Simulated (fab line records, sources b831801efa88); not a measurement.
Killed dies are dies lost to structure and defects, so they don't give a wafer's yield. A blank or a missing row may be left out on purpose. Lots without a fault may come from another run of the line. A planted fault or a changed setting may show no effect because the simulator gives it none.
Which tool did it? | flow gf180mcu | 6 lots, 18 wafers sampled, at 1 step of a route of 602

WHAT THE GAUGES READ, wafer by wafer
GF_STI_THK_MEAS_02.
lot  | measured    | on            | STI_OXIDATION_THK (nm)
L902 | day 1 21:32 | film_metro-01 | 10.12 9.84 9.98
L907 | day 3 01:25 | film_metro-04 | 10.03 10.01 9.98
L909 | day 3 10:12 | film_metro-02 | 9.62 9.85 9.76
L912 | day 3 23:49 | film_metro-02 | 9.72 9.61 9.69
L920 | day 5 15:31 | film_metro-04 | 10.09 10.06 10.14
L922 | day 6 01:31 | film_metro-01 | 9.79 9.67 9.87

WHICH TOOL RAN EACH LOT (tool, then ch and the chambers of the sampled wafers, then the start)
The record holds no process step before these readings.

THE ANSWER, worked out from the rows above alone
Rule: what is usual is taken from the lots themselves. Put in order of their means at a reading, lots are off if they are a third of the lots or fewer, leave a main group of 4 or more, and stand apart from it by a gap of 3 or more times the standard deviation of the main group's means; of several such gaps the widest counts. A main group whose means are all the same, to the digits that the tables above print for the reading, isn't used. A lot without any number at a reading at which 4 lots or more have one is off too. The other lots that the step has rows for count as sound.
No lot is off at any reading shown: from this, nothing can be told.

WHAT THE SIMULATOR HAD PUT IN
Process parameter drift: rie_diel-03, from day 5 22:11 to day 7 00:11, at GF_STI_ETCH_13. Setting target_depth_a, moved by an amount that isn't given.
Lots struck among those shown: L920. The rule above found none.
